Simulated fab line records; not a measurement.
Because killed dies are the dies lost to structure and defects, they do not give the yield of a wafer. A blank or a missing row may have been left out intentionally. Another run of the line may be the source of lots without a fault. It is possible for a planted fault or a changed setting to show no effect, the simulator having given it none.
The same fault as seen by 2 desks    flow gf180mcu    numbers are kept per desk, each desk with only its own; the story behind them comes last

METROLOGY DESK
What the gauges read, lot by lot, whatever tool the lot ran on: means of the sampled wafers that have a number. Marked OUT: a lot whose mean sits more than 4 standard deviations from the usual mean, which makes it out of limits; the brackets give that distance.
Columns: A = V5_W_RS at GF_V5_RS_MEAS_24, usual 0.329 ohm/sq
lot   first seen here  A
L698  day 27 07:10     0.327
L699  day 27 18:38     0.328
L701  day 28 11:21     0.328
L702  day 28 16:59     0.323
L704  day 29 09:56     0.331
L705  day 29 14:16     0.324
L709  day 30 15:44     0.333
L710  day 30 20:37     0.327
L714  day 32 02:50     0.329
L715  day 32 03:32     0.329
L718  day 33 02:25     0.328
L720  day 33 07:36     0.331
L721  day 33 21:25     0.326
This desk's verdict: no lot among the 13 shows anything out of limits.

THE TOOL OWNER'S DESK: rie diel-04
The tool's own readings at GF_V5_ETCH_16 (etches BARC in N2/H2): means of the sampled wafers that have a number, for each lot that ran on this tool. Marked OUT: a lot whose mean sits more than 4 standard deviations from the usual mean, which makes it out of limits; the brackets give that distance.
Columns: A = drypump motor current A at GF_V5_ETCH_16, usual 5.6 A; B = oes product au at GF_V5_ETCH_16, usual 0.855 a.u.; C = throttle valve pct at GF_V5_ETCH_16, usual 13.224 %
lot   first seen here  A    B      C
L699  day 27 17:42     6.0  0.859  13.222
L702  day 28 15:58     5.5  0.854  13.225
L705  day 29 13:22     5.9  0.857  13.218
L709  day 30 14:43     6.1  0.854  13.221
L710  day 30 19:43     5.8  0.853  13.229
This desk's verdict: no lot among the 5 shows anything out of limits.

PUT TOGETHER
The metrology desk saw nothing out of limits.
Nothing out of limits was seen by the tool owner's desk.

WHAT WAS PUT IN BY THE SIMULATOR
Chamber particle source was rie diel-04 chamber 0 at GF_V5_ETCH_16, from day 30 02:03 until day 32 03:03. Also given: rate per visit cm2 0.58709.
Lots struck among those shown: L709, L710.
